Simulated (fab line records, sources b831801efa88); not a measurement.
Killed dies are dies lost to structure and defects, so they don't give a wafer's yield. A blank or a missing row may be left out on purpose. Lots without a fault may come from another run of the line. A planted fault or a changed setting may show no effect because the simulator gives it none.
Chamber matching | flow sky130 | SKY_SONOS_ONO_ETCH_15 on rie_diel-03: 4 sister chambers
The step etches the open film in CHF3/O2, target depth 19.52 nm, time 7.8 s. 4 wafers are shown with their chamber, then 8 later ones without.

WAFERS WITH THEIR CHAMBER
wafer  | chamber | oes_product_au (a.u.)
L833.6 | 1       | 1.007
L848.5 | 2       | 0.988
L848.6 | 3       | 0.996
L850.1 | 0       | 0.997

WAFERS WITHOUT THEIR CHAMBER
wafer  | oes_product_au (a.u.)
L850.2 | 1.012
L850.5 | 1.002
L851.1 | 1.017
L851.5 | 1.010
L851.6 | 0.993
L852.1 | 0.998
L852.4 | 1.016
L852.6 | 0.999

WHICH CHAMBER EACH WENT THROUGH
wafer  | from the rows above               | in truth
L850.2 | can't be placed: 1 or 0 or 3      | 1
L850.5 | can't be placed: 1 or 0 or 3 or 2 | 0
L851.1 | can't be placed: 1 or 0 or 3      | 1
L851.5 | can't be placed: 1 or 0 or 3      | 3
L851.6 | can't be placed: 3 or 0 or 2 or 1 | 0
L852.1 | can't be placed: 0 or 3 or 1 or 2 | 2
L852.4 | can't be placed: 1 or 0 or 3      | 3
L852.6 | can't be placed: 0 or 3 or 1 or 2 | 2
Placed correctly: 0 of 8. Can't be placed from these rows: 8 (the true chamber is among the candidates in 8). Placed wrongly: 0.
How it was worked out, from the rows above alone: a wafer's distance from a chamber is the root of the sum, over the readings, of the square of ((its reading less the chamber's mean) divided by the reading's scatter). The wafer belongs to the nearest chamber; if the next one is less than 2 further off, it can't be placed. A chamber's mean is the mean of its shown wafers. The scatter: with one shown wafer a chamber, the root of the mean of the squares of how far each hidden wafer lies from its nearest shown one.
